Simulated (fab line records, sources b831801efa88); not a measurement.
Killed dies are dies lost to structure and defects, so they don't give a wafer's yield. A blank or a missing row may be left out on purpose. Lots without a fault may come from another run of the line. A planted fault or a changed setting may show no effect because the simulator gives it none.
fab line records | flow sky130
record lots=10 wafers=30 last_day=50
route steps=708 shown LDD_HVP@285 SPACER@305 SD_P@328 METAL4@632 PAD_OPEN@708
lots that met no fault: from a run of the same line without faults
start_h: hours from the record's first day to the start of the lot's first wafer shown | wait_h: hours since the lot's step before | " the same as in the row above | L1.1+2: a row that stands for several wafers | - no value, or no start given | * or withheld: withheld | < > ~ a bound
route shown NAME@n: a module of which the file shows steps, and the number in the route of the first | usual: mean/standard deviation of fault-free wafers | same: alike in all rows | chamber/n: place in a boat | sites: the reading at each site | _std_site: their standard deviation | _edge_site: outer sites' mean less inner sites' | radius_mm: how far each site lies from the wafer's centre | mask NAME#n: copy n | behind: the tool/chamber that last shaped the wafer | hold: why the lot was held/for how many hours/how that ended | device: the transistor (n, p or np) that didn't switch | end of line: the same wafers' tests at the end of the route | a step without rows: its recipe alone | killed: dies lost to structure and defects at the first sort, not the wafer's yield | map: a wafer's dies, x killed, . not, _ none there
set.NAME: the setting as run; set.NAME@STEP: as run at that earlier step | model.NAME: the simulator's own value behind a step, which no gauge read
steps of the route over a sample of lots; a table a step, a row a wafer
services: from which hour (start_h, from the record's first day; less than 0 if before it) a tool's chamber was out of use, for how many hours, and why
## steps
# step SKY_LDD_HVP_OVL_MEAS_07
# usual LDD_HVP_OVL=-1.0/1.5
# columns lot.wafer tool chamber start_h wait_h LDD_HVP_OVL[nm]
L926.1 overlay-02 - 507.26 0.1 -3.2
L926.3 " - " " -3.7
L926.6 " - " " -3.4
L935.1 overlay-01 - 587.15 0.1 -0.1
L935.2 " - " " -0.1
L935.3 " - " " -0.5
L938.2 overlay-01 - 627.71 0.1 -3.3
L938.4 " - " " -2.7
L938.5 " - " " -0.3
L939.2 overlay-02 - 629.52 0.1 -4.2
L939.3 " - " " -2.8
L939.4 " - " " -3.3
L940.2 overlay-02 - 634.62 0.1 1.4
L940.4 " - " " -1.1
L940.6 " - " " 0.4
L941.3 overlay-01 - 636.41 0.1 -1.3
L941.5 " - " " -0.7
L941.6 " - " " -2.3
L942.1 overlay-01 - 640.90 0.1 2.3
L942.4 " - " " -1.6
L942.5 " - " " -1.1
L943.2 overlay-02 - 655.12 0.1 -3.4
L943.3 " - " " -2.9
L943.5 " - " " -2.8
L945.1 overlay-02 - 661.74 0.1 -1.2
L945.2 " - " " -0.7
L945.3 " - " " -2.6
L947.2 overlay-02 - 682.17 0.1 -1.5
L947.3 " - " " -1.3
L947.5 " - " " -0.4
# step SKY_SPACER_THK_MEAS_01
# recipe reads=Si3N4_of_SPACER_CVD_00
# usual SPACER_CVD_00_THK=43.1/0.4
# columns lot.wafer tool chamber start_h wait_h SPACER_CVD_00_THK[nm]
L926.1 film_metro-03 - 538.88 0.0 44.0
L926.3 " - " " 43.5
L926.6 " - " " 43.4
L935.1 film_metro-02 - 617.61 0.0 43.7
L935.2 " - " " 43.7
L935.3 " - " " 43.6
L938.2 film_metro-01 - 658.05 0.0 42.5
L938.4 " - " " 42.4
L938.5 " - " " 42.5
L939.2 film_metro-03 - 660.02 0.0 43.1
L939.3 " - " " 43.5
L939.4 " - " " 43.0
L940.2 film_metro-02 - 663.97 0.0 43.8
L940.4 " - " " 44.0
L940.6 " - " " 43.9
L941.3 film_metro-03 - 666.36 0.0 43.4
L941.5 " - " " 43.3
L941.6 " - " " 43.4
L942.1 film_metro-02 - 670.86 0.0 42.6
L942.4 " - " " 42.7
L942.5 " - " " 42.6
L943.2 film_metro-01 - 684.91 0.0 43.3
L943.3 " - " " 43.1
L943.5 " - " " 42.9
L945.1 film_metro-02 - 691.29 0.0 43.8
L945.2 " - " " 43.4
L945.3 " - " " 43.4
L947.2 film_metro-01 - 712.08 0.0 42.7
L947.3 " - " " 42.5
L947.5 " - " " 42.4
# step SKY_SD_P_OVL_MEAS_08
# usual SD_P_OVL=-0.3/1.2
# columns lot.wafer tool chamber start_h wait_h SD_P_OVL[nm]
L926.1 overlay-02 - 597.56 0.1 -1.6
L926.3 " - " " 1.9
L926.6 " - " " -1.7
L935.1 overlay-02 - 673.68 0.1 -1.7
L935.2 " - " " 0.0
L935.3 " - " " -1.0
L938.2 overlay-01 - 713.86 0.1 0.0
L938.4 " - " " 0.6
L938.5 " - " " 0.9
L939.2 overlay-02 - 715.71 0.1 0.0
L939.3 " - " " 0.4
L939.4 " - " " 0.0
L940.2 overlay-01 - 719.94 0.1 -1.9
L940.4 " - " " 0.7
L940.6 " - " " -1.1
L941.3 overlay-02 - 721.32 0.1 -0.2
L941.5 " - " " -0.9
L941.6 " - " " -1.7
L942.1 overlay-01 - 725.98 0.1 -0.6
L942.4 " - " " 0.4
L942.5 " - " " -1.8
L943.2 overlay-02 - 741.29 0.1 -2.3
L943.3 " - " " -2.9
L943.5 " - " " -0.5
L945.1 overlay-01 - 745.96 0.1 0.6
L945.2 " - " " -1.0
L945.3 " - " " -0.4
L947.2 overlay-01 - 767.53 0.1 2.1
L947.3 " - " " -0.2
L947.5 " - " " -0.2
# step SKY_METAL4_ETCH_16
# recipe chemistry=N2/H2 target=BARC ion_energy_ev=200 bias_w=100 pressure_mtorr=30 n2_flow_sccm=100 h2_flow_sccm=200 icp_w=500 stop_on=SiO2 time_s=88.2 target_depth_a=600
# usual bias_w=100.01/0.28 chamber_pressure_mTorr=29.999/0.026 drypump_motor_current_A=6.0/0.5 n2_flow_sccm=100.01/0.29 oes_product_au=0.626/0.0048 rf_fwd_power_W=497.2/1.7 throttle_valve_pct=13.204/0.0086
# columns lot.wafer tool chamber start_h wait_h bias_w chamber_pressure_mTorr drypump_motor_current_A n2_flow_sccm oes_product_au rf_fwd_power_W rf_hours_counter_h throttle_valve_pct
L926.1 rie_metal-02 1 987.78 0.0 99.92 29.999 5.5 99.72 0.628 498.5 21 13.208
L926.3 " 1 " " 99.61 29.985 5.5 99.48 0.628 497.8 - 13.194
L926.6 " 1 " " 99.60 30.029 5.5 99.91 0.625 496.7 - 13.198
L935.1 rie_metal-04 1 1048.33 0.0 99.67 29.979 6.0 99.71 0.620 495.8 18 13.202
L935.2 " 0 " " 100.13 29.975 6.0 100.34 0.628 493.6 2 13.199
L935.3 " 0 " " 99.89 30.032 6.0 99.99 0.632 494.7 - 13.215
L939.2 rie_metal-02 0 1080.38 0.0 - - - - - - - -
L939.3 " 0 " " - - - - - - - -
L939.4 " 1 " " - - - - - - - -
L938.2 rie_metal-02 1 1081.15 0.0 - - - - - - - -
L938.4 " 1 " " - - - - - - - -
L938.5 " 0 " " - - - - - - - -
L940.2 rie_metal-04 0 1085.18 0.0 - - - - - - - -
L940.4 " 1 " " - - - - - - - -
L940.6 " 1 " " - - - - - - - -
L941.3 rie_metal-01 0 1087.08 0.0 100.06 29.989 6.4 99.66 0.619 497.9 - 13.209
L941.5 " 0 " " 100.07 29.985 6.4 99.85 0.625 497.3 - 13.206
L941.6 " 1 " " 100.55 30.016 5.2 99.62 0.629 498.1 - 13.197
L942.1 rie_metal-02 0 1088.08 0.0 99.74 30.017 6.6 99.25 0.626 499.1 13 13.206
L942.4 " 1 " " 100.44 30.017 5.5 99.96 0.630 501.4 - 13.202
L942.5 " 1 " " 100.64 29.997 5.5 100.04 0.621 499.5 - 13.203
L943.2 rie_metal-04 0 1100.53 0.0 100.47 29.969 6.0 99.86 0.625 496.4 5 13.205
L943.3 " 0 " " 100.52 30.057 6.0 100.17 0.621 496.7 - 13.209
L943.5 " 1 " " 99.59 29.993 6.0 99.95 0.623 497.5 - 13.198
L945.1 rie_metal-02 0 1104.55 0.0 99.71 29.955 6.6 99.75 0.622 496.5 14 13.190
L945.2 " 1 " " 100.25 29.962 5.5 99.82 0.620 495.9 5 13.202
L945.3 " 0 " " 99.70 29.984 6.6 99.49 0.627 496.1 - 13.209
L947.2 rie_metal-02 0 1122.43 0.0 100.04 30.013 6.6 99.56 0.626 498.1 15 13.200
L947.3 " 0 " " 100.16 29.993 6.6 99.54 0.631 496.7 - 13.215
L947.5 " 0 " " 100.21 30.045 6.6 99.79 0.634 497.1 - 13.206
# step SKY_METAL4_ETCH_17
# recipe target=SiO2 stop_on=TiN chemistry=C4F8/O2/Ar source_w=1500 bias_w=1200 pressure_mtorr=40 c4f8_flow_sccm=withheld O2_flow_sccm=6 Ar_flow_sccm=300 time_s=3.9 target_depth_a=150
# usual bias_w=1200/3.7 chamber_pressure_mTorr=40.00/0.033 oes_product_au=0.754/0.0067 rf_fwd_power_W=1469/5.5
# columns lot.wafer tool chamber start_h wait_h bias_w chamber_pressure_mTorr oes_product_au rf_fwd_power_W rf_hours_counter_h
L926.1 rie_diel-01 1 987.88 0.1 1200 39.98 0.756 1463 23
L926.3 " 3 " " 1206 39.97 0.752 1467 10
L926.6 " 2 " " 1198 39.99 0.762 1465 -
L935.1 rie_diel-01 1 1048.43 0.1 1203 40.00 0.745 1466 24
L935.2 " 3 " " 1205 40.00 0.756 1475 12
L935.3 " 2 " " 1205 39.98 0.748 1473 5
L939.2 rie_diel-01 1 1080.48 0.1 1201 39.98 0.370 1463 26
L939.3 " 3 " " 1199 40.06 0.369 1465 13
L939.4 " 0 " " 1199 40.04 0.374 1488 6
L938.2 rie_diel-04 2 1081.25 0.1 1208 40.04 0.373 1470 8
L938.4 " 0 " " 1199 39.96 0.378 1473 7
L938.5 " 3 " " 1199 39.96 0.372 1464 -
L940.2 rie_diel-04 1 1085.28 0.1 1200 40.01 0.377 1471 17
L940.4 " 2 " " 1206 40.00 0.378 1468 8
L940.6 " 1 " " 1197 40.04 0.377 1467 -
L941.3 rie_diel-02 2 1087.15 0.0 1195 40.02 0.758 1469 12
L941.5 " 3 " " 1196 39.95 0.752 1462 -
L941.6 " 2 " " 1198 39.96 0.757 1471 -
L942.1 rie_diel-04 3 1088.17 0.1 1203 40.02 0.756 1462 10
L942.4 " 1 " " 1194 40.02 0.752 1466 17
L942.5 " 3 " " 1200 39.99 0.752 1470 -
L943.2 rie_diel-01 0 1100.62 0.1 1209 39.94 0.751 1475 7
L943.3 " 2 " " 1203 40.01 0.749 1471 6
L943.5 " 1 " " 1204 39.98 0.762 1468 -
L945.1 rie_diel-01 2 1104.65 0.1 1203 40.01 0.753 1472 7
L945.2 " 0 " " 1192 40.02 0.756 1475 7
L945.3 " 1 " " 1202 39.97 0.757 1460 26
L947.2 rie_diel-04 3 1122.52 0.1 1198 40.00 0.757 1456 11
L947.3 " 0 " " 1200 39.98 0.761 1471 9
L947.5 " 1 " " 1205 40.02 0.755 1467 -
# step SKY_METAL4_STRIP_19
# recipe chemistry=O2/N2 power_w=1400 pressure_mtorr=1500 platen_temp_c=withheld o2_flow_sccm=3000 n2_flow_sccm=300 overash_fraction=0.5
# usual drypump_motor_current_A=5.9/0.42 n2_flow_sccm=299.8/0.94 o2_flow_sccm=3001/8.8 oes_product_au=0.502/0.005 strip_time_to_endpoint_s=6.54/0.069
# columns lot.wafer tool chamber start_h wait_h drypump_motor_current_A n2_flow_sccm o2_flow_sccm oes_product_au rf_hours_counter_h strip_time_to_endpoint_s
L926.1 plasma_asher-03 1 988.08 0.1 6.0 298.7 2982 0.496 26 6.57
L926.3 " 1 " " 6.0 298.6 2994 0.507 - 6.54
L926.6 " 0 " " 6.0 299.1 3002 0.503 - 6.57
L935.1 plasma_asher-02 1 1048.63 0.1 5.5 300.5 3004 0.507 58 6.63
L935.2 " 0 " " 5.2 299.9 3016 0.499 58 6.44
L935.3 " 0 " " 5.2 299.3 3002 0.506 - 6.59
L939.2 plasma_asher-01 1 1080.68 0.1 6.5 299.8 2997 0.523 97 6.92
L939.3 " 1 " " 6.5 300.2 2998 0.521 - 7.03
L939.4 " 0 " " 5.7 301.3 3016 0.513 - 6.89
L938.2 plasma_asher-01 1 1081.45 0.1 6.5 299.8 3013 0.530 97 7.12
L938.4 " 0 " " 5.7 301.0 3001 0.515 - 6.98
L938.5 " 0 " " 5.7 301.0 2994 0.525 - 7.01
L940.2 plasma_asher-03 1 1085.48 0.1 6.0 299.1 2990 0.530 35 7.04
L940.4 " 0 " " 6.0 300.3 2997 0.529 - 7.05
L940.6 " 1 " " 6.0 301.4 2989 0.534 - 7.02
L941.3 plasma_asher-03 1 1087.38 0.1 6.0 299.5 2989 0.497 - 6.56
L941.5 " 1 " " 6.0 300.0 2996 0.500 - 6.52
L941.6 " 0 " " 6.0 299.1 3010 0.500 - 6.45
L942.1 plasma_asher-02 0 1088.37 0.1 5.2 299.8 3005 0.508 63 6.50
L942.4 " 0 " " 5.2 299.7 3015 0.505 - 6.45
L942.5 " 0 " " 5.2 299.5 3001 0.501 - 6.49
L943.2 plasma_asher-03 0 1100.82 0.1 6.0 299.8 3000 0.497 36 6.60
L943.3 " 0 " " 6.0 299.5 2999 0.509 - 6.53
L943.5 " 1 " " 6.0 300.3 3004 0.505 - 6.56
L945.1 plasma_asher-01 0 1104.85 0.1 5.7 300.2 2994 0.503 99 6.59
L945.2 " 1 " " 6.6 299.8 3014 0.497 99 6.41
L945.3 " 1 " " 6.6 299.5 3013 0.501 - 6.55
L947.2 plasma_asher-03 0 1122.72 0.1 6.0 298.3 3018 0.499 38 6.62
L947.3 " 0 " " 6.0 299.6 3016 0.503 - 6.61
L947.5 " 0 " " 6.0 300.1 3015 0.506 - 6.60
# step SKY_PAD_OPEN_PROBE_99
# usual defect_limited_yield=82.5/1.9 killed_at_M0_to_M3=44/6.4 killed_at_M4_up=3.4/2.1 killed_at_contacts=23/5 killed_at_front_end=15/4.5 killed_at_other=0.3/0.54 killed_dies=86/9.5 killed_on_rim=17/3.9 killed_open=48/6.9 killed_short=38/5.9 sort_bin_3_pad_short=0.8/0.44 sort_bin_5_function=10.5/1.6 sort_bin_6_memory=6.1/1.1 sort_n_pass=406/9.5 sort_yield_pct=82.5/1.9
# same gross_dies=492 killed_at_back_side=0 sort_bin_4_leakage[%]=0 sort_bin_8_speed[%]=0
# columns lot.wafer tool chamber start_h wait_h defect_limited_yield[%] killed_at_M0_to_M3 killed_at_M4_up killed_at_contacts killed_at_front_end killed_at_other killed_dies killed_on_rim killed_open killed_short sort_bin_3_pad_short[%] sort_bin_5_function[%] sort_bin_6_memory[%] sort_n_pass sort_yield_pct[%]
L935.1 prober-02 - 1134.41 0.1 84.8 36 11 16 12 0 75 13 43 32 0.6 9.1 5.5 417 84.8
L935.2 prober-02 - 1134.46 0.1 84.8 45 2 14 14 0 75 14 42 33 1.0 9.3 4.9 417 84.8
L935.3 prober-02 - 1134.51 0.2 82.9 45 5 20 14 0 84 20 48 35 0.6 9.6 6.9 408 82.9
L939.2 prober-01 - 1162.75 0.1 0 40 409 27 16 0 492 96 53 35 0.6 92.7 6.7 0 0
L939.3 prober-01 - 1162.80 0.2 0 48 397 28 19 0 492 96 50 43 0.4 91.9 7.7 0 0
L939.4 prober-01 - 1162.85 0.2 0 49 405 22 16 0 492 96 52 40 1.4 91.3 7.3 0 0
L938.2 prober-02 - 1163.75 0.1 0 48 398 25 20 1 492 96 62 33 1.6 91.7 6.7 0 0
L938.4 prober-02 - 1163.85 0.2 0 28 413 34 17 0 492 96 53 29 0.8 92.9 6.3 0 0
L938.5 prober-02 - 1163.90 0.2 0 46 401 23 22 0 492 96 53 41 0.8 93.7 5.5 0 0
L940.2 prober-01 - 1166.06 0.1 0 40 406 23 23 0 492 96 50 36 0.6 93.9 5.5 0 0
L940.4 prober-01 - 1166.16 0.2 0 36 421 22 11 2 492 96 30 39 0.4 94.5 5.1 0 0
L940.6 prober-01 - 1166.26 0.2 0 46 410 21 13 2 492 96 47 35 1.0 93.7 5.3 0 0
L941.3 prober-02 - 1169.66 0.2 81.7 45 2 25 18 0 90 12 54 36 0.8 11.2 6.3 402 81.7
L941.5 prober-02 - 1169.76 0.2 80.3 46 4 26 20 1 97 18 52 45 0.4 12.0 7.3 395 80.3
L941.6 prober-02 - 1169.81 0.2 82.1 48 5 13 22 0 88 14 49 36 1.4 8.3 8.1 404 82.1
L942.1 prober-01 - 1169.70 0.1 81.1 46 1 29 17 0 93 21 55 38 1.0 12.0 5.9 399 81.1
L942.4 prober-01 - 1169.85 0.2 80.3 53 6 23 14 1 97 20 54 42 0.6 13.6 5.5 395 80.3
L942.5 prober-01 - 1169.90 0.2 84.8 34 6 19 16 0 75 15 41 33 0.4 7.9 6.9 417 84.8
# killed by level:class
L935.1 VIA1:geometric_particle:open=11 CONTACT:geometric_particle:open=9 METAL4:geometric_particle:short=8 VIA2:geometric_particle:open=6 FIELD_ISO:geometric_particle:short=3 POLY_GATE:geometric_particle:open=3 LI_CONTACT:geometric_particle:open=3 METAL1:geometric_particle:short=3
L935.2 VIA1:geometric_particle:open=10 VIA3:geometric_particle:open=9 METAL2:geometric_particle:short=8 CONTACT:geometric_particle:open=6 VIA1:geometric_particle:short=6 POLY_GATE:geometric_particle:open=5 VIA2:geometric_particle:open=5 FIELD_ISO:geometric_particle:short=3
L935.3 METAL2:geometric_particle:short=9 VIA3:geometric_particle:open=9 CONTACT:geometric_particle:open=7 VIA2:geometric_particle:open=6 LI_CONTACT:geometric_particle:open=5 LOCAL_INTERCONNECT:geometric_particle:short=5 VIA1:geometric_particle:open=5 METAL1:geometric_particle:short=4
L939.2 METAL4:area_etch=404 VIA3:geometric_particle:open=14 LI_CONTACT:geometric_particle:open=9 CONTACT:geometric_particle:open=7 POLY_GATE:geometric_particle:open=6 VIA1:geometric_particle:open=5 METAL3:geometric_particle:short=5 LOCAL_INTERCONNECT:geometric_particle:short=4
L939.3 METAL4:area_etch=397 VIA1:geometric_particle:open=11 CONTACT:geometric_particle:open=8 LOCAL_INTERCONNECT:geometric_particle:short=7 CONTACT:geometric_particle:short=6 VIA3:geometric_particle:open=6 VIA2:geometric_particle:open=6 METAL2:geometric_particle:short=6
L939.4 METAL4:area_etch=400 CONTACT:geometric_particle:open=10 VIA1:geometric_particle:open=10 VIA2:geometric_particle:open=8 FIELD_ISO:geometric_particle:open=5 METAL1:geometric_particle:open=5 VIA1:geometric_particle:short=5 LI_CONTACT:geometric_particle:short=4
L938.2 METAL4:area_etch=395 CONTACT:geometric_particle:open=18 VIA2:geometric_particle:open=12 VIA1:geometric_particle:open=11 FIELD_ISO:geometric_particle:short=6 VIA3:geometric_particle:open=6 FIELD_ISO:geometric_particle:open=5 POLY_GATE:geometric_particle:short=5
L938.4 METAL4:area_etch=410 CONTACT:geometric_particle:open=12 FIELD_ISO:geometric_particle:open=9 VIA1:geometric_particle:open=9 LI_CONTACT:geometric_particle:open=8 CONTACT:geometric_particle:short=5 VIA2:geometric_particle:open=5 FIELD_ISO:geometric_particle:short=4
L938.5 METAL4:area_etch=397 VIA1:geometric_particle:short=10 VIA1:geometric_particle:open=9 CONTACT:geometric_particle:open=9 VIA2:geometric_particle:open=8 LI_CONTACT:geometric_particle:open=7 METAL1:geometric_particle:short=6 FIELD_ISO:geometric_particle:open=5
L940.2 METAL4:area_etch=404 CONTACT:geometric_particle:open=11 POLY_GATE:geometric_particle:open=9 VIA1:geometric_particle:open=9 VIA2:geometric_particle:open=7 FIELD_ISO:geometric_particle:short=6 CONTACT:geometric_particle:short=6 VIA3:geometric_particle:open=6
L940.4 METAL4:area_etch=421 METAL1:geometric_particle:short=7 VIA1:geometric_particle:open=7 CONTACT:geometric_particle:open=6 METAL2:geometric_particle:short=6 LI_CONTACT:geometric_particle:short=5 POLY_GATE:geometric_particle:short=4 LI_CONTACT:geometric_particle:open=4
L940.6 METAL4:area_etch=409 VIA1:geometric_particle:open=10 VIA3:geometric_particle:open=10 CONTACT:geometric_particle:short=7 METAL2:geometric_particle:short=6 CONTACT:geometric_particle:open=5 VIA1:geometric_particle:short=5 VIA2:geometric_particle:open=5
L941.3 CONTACT:geometric_particle:open=11 LI_CONTACT:geometric_particle:open=7 VIA3:geometric_particle:open=7 METAL1:geometric_particle:short=6 VIA1:geometric_particle:open=6 FIELD_ISO:geometric_particle:open=5 METAL2:geometric_particle:short=5 VIA2:geometric_particle:open=5
L942.1 CONTACT:geometric_particle:open=14 VIA2:geometric_particle:open=10 VIA3:geometric_particle:open=7 VIA1:geometric_particle:open=7 CONTACT:geometric_particle:short=6 METAL1:geometric_particle:short=6 VIA2:geometric_particle:short=5 POLY_GATE:geometric_particle:open=4
L941.5 LI_CONTACT:geometric_particle:open=9 VIA1:geometric_particle:open=8 FIELD_ISO:geometric_particle:short=7 POLY_GATE:geometric_particle:open=7 CONTACT:geometric_particle:open=7 VIA1:geometric_particle:short=7 VIA2:geometric_particle:open=6 VIA3:geometric_particle:open=5
L941.6 VIA3:geometric_particle:open=11 VIA2:geometric_particle:open=9 VIA1:geometric_particle:open=8 POLY_GATE:geometric_particle:short=6 CONTACT:geometric_particle:open=6 POLY_GATE:geometric_particle:open=5 FIELD_ISO:geometric_particle:short=4 METAL4:geometric_particle:short=4
L942.4 VIA1:geometric_particle:open=17 LI_CONTACT:geometric_particle:open=8 CONTACT:geometric_particle:open=8 VIA2:geometric_particle:open=6 METAL2:geometric_particle:short=6 FIELD_ISO:geometric_particle:short=5 VIA1:geometric_particle:short=5 METAL1:geometric_particle:short=5
L942.5 CONTACT:geometric_particle:open=7 METAL1:geometric_particle:short=7 METAL2:geometric_particle:short=7 FIELD_ISO:geometric_particle:open=6 LI_CONTACT:geometric_particle:open=6 VIA1:geometric_particle:open=5 METAL4:geometric_particle:short=5 VIA3:geometric_particle:open=4
## services
# columns tool chamber start_h hours kind
plasma_asher-02 - 977.03 2.0 repair
rie_diel-02 2 1002.32 1.3 repair
rie_metal-04 0 1014.67 - clean
rie_metal-04 0 1014.67 14.9 scheduled_down
rie_metal-04 0 1014.67 14.9 vent_cycle
rie_metal-02 1 1014.87 - clean
rie_metal-02 1 1014.87 15.3 scheduled_down
rie_metal-02 1 1014.87 15.3 vent_cycle
rie_diel-01 0 1041.95 8.5 repair
plasma_asher-03 - 1044.69 4.3 pm
rie_diel-04 1 1050.04 2.7 repair
plasma_asher-03 - 1060.70 4.2 repair
rie_diel-02 3 1062.39 3.0 repair
rie_diel-02 0 1067.84 - clean
rie_diel-02 0 1067.84 15.3 scheduled_down
rie_diel-02 0 1067.84 15.3 vent_cycle
rie_metal-02 - 1068.06 1.4 pm
rie_metal-04 - 1092.43 0.4 repair
plasma_asher-01 - 1113.85 0.9 repair
## key
first_sign step=SKY_METAL4_ETCH_16 reading=tool_record direction=missing
effect step=SKY_METAL4_ETCH_17 reading=oes_product_au direction=down sigmas=56 usual=0.754 struck=0.374
effect step=SKY_METAL4_STRIP_19 reading=strip_time_to_endpoint_s direction=up sigmas=6.7 usual=* struck=*
effect step=SKY_PAD_OPEN_PROBE_99 reading=killed_at_M4_up direction=up sigmas=99+ usual=3.4 struck=406.7
more_kills_born_at SKY_METAL4_ETCH_16@rie_metal-02=2398 SKY_METAL4_ETCH_16@rie_metal-04=1233
met_at SKY_METAL4_ETCH_16
struck_lots L938,L939,L940
later_rows_left_out L938.2,L938.4,L938.5,L939.2,L939.3,L939.4,L940.2,L940.4,L940.6
not_acting_at SKY_LDD_HVP_OVL_MEAS_07,SKY_SPACER_THK_MEAS_01,SKY_SD_P_OVL_MEAS_08
onset_between 1048.33 1080.38
fault kind=skipped_step_whole tool=rie_metal-02,rie_metal-04 chamber=- onset_h=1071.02 steps=SKY_METAL4_ETCH_16 scope=struck_lots_only
# later_rows_left_out: the simulator's readings of these wafers behind a module that went badly wrong aren't trusted and aren't shown, but for the sort
